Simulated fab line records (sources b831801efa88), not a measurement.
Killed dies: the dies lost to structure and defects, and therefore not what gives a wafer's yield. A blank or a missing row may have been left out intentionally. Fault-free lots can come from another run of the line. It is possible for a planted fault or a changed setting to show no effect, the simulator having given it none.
A lot that was struck, set against a sound lot :: flow sky130 :: 15 out of 708 route steps
Sound: wafers L904.2, L904.3, L904.6. The struck wafers were L907.2, L907.5, L907.6. Last of all comes the cause.
Order at every step that has rows: each side's tool, ch and its chambers, its first start. Under that, the readings that differ: sound wafers :: struck wafers :: difference of the means :: sigmas: that difference in standard deviations of wafers without a fault.
alike: words and numbers the same on both sides, and readings whose means are apart by under 2 such deviations; not compared: readings that were withheld, readings missing a value for some wafer, numbers with overlapping values and no deviation given by the record, and bounds like >300 which may hide the same value.
Wherever a step has rows on one side only, a row that says differs or no value, or a row with sigmas, the two part there. Numbers that don't overlap but have no deviation are shown without sigmas and don't part them. A reading that every wafer of one side lacks parts them only if that side has two wafers or more.

SKY_CAP2M_THK_MEAS_01:
  sound on film metro-01, day 42 07:38; struck on film metro-01, day 42 22:36
  alike: CAP2M_CVD_00_THK
SKY_CAP2M_SPUTTER_02: material TiN, target thk 200 nm, time 166.7 s.
  sound on pvd sputter-01, day 42 07:41; struck on pvd sputter-03, day 42 22:39
  alike: throttle valve pct
SKY_CAP2M_RS_MEAS_03: measurement is done with a four-point probe.
  sound on film metro-01, day 42 07:49; struck on film metro-03, day 42 22:47
  alike: CAP2M_TIN_RS
SKY_CAP2M_THK_MEAS_04: measures by xrf.
  sound on film metro-01, day 42 07:56; struck on film metro-03, day 42 22:53
  alike: CAP2M_TIN_THK
then, 7 steps without rows for these wafers: SKY_CAP2M_DEHYDRATE_05 (time 60 s); SKY_CAP2M_HMDS_06 (prime time 60 s); SKY_CAP2M_COAT_07 (resist thk 1140 nm); SKY_CAP2M_SOFTBAKE_08 (time 60 s); SKY_CAP2M_EXPOSE_09 (exposes mask CAP2M, target cd 1000 nm); SKY_CAP2M_PEB_10; SKY_CAP2M_DEVELOP_11 (develop time 60 s).
SKY_CAP2M_OVL_MEAS_12:
  sound on overlay-01, day 43 06:42; struck on overlay-01, day 43 21:32
  alike: CAP2M_OVL
SKY_CAP2M_METAL_ETCH_13: etches TiN in Cl2/BCl3, stops on SiO2, target depth 220 nm, time 62.9 s.
  sound on rie metal-03 ch 0,1, day 43 06:44; struck on rie metal-02 ch 1, day 43 21:35
reading: chamber pressure mTorr (mTorr)
sound: 9.998 9.996 10.007
struck: 7.991 8.018 8.010
difference: -1.994
sigmas: -99 or more
  alike: drypump motor current A, he backside leak sccm, oes product au, throttle valve pct
  not compared: rf hours counter h
SKY_CAP2M_STRIP_14: strips in O2/N2.
  sound on plasma asher-02 ch 0,1, day 43 06:49; struck on plasma asher-03 ch 0,1, day 43 21:43
  alike: drypump motor current A, oes product au, strip time to endpoint s
  not compared: rf hours counter h
-- the record jumps here: 5 days lie between the struck wafers' starts before and after (it left off in module CAP2M and takes up again in module PAD_OPEN, whose first step shown is number 708 of the route) --
SKY_PAD_OPEN_PROBE_99:
  sound on prober-02, day 47 21:11; struck on prober-02, day 48 09:49
reading: killed at contacts
sound: 38 40 35
struck: 27 21 18
difference: -16
sigmas: -3
  alike: defect limited yield, killed_at_M0_to_M3, killed_at_M4_up, killed at front end, killed at other, killed dies, killed open, killed short, sort_bin_3_pad_short, sort_bin_5_function, sort_bin_6_memory, sort n pass, sort yield pct

## WHERE THEY PART
Earliest at SKY_CAP2M_METAL_ETCH_13; latest, in this record, at SKY_PAD_OPEN_PROBE_99.

WHY: the cause the simulator had injected
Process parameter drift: rie metal-02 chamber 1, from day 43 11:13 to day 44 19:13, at SKY_CAP2M_METAL_ETCH_13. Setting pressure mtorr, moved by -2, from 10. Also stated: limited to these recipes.
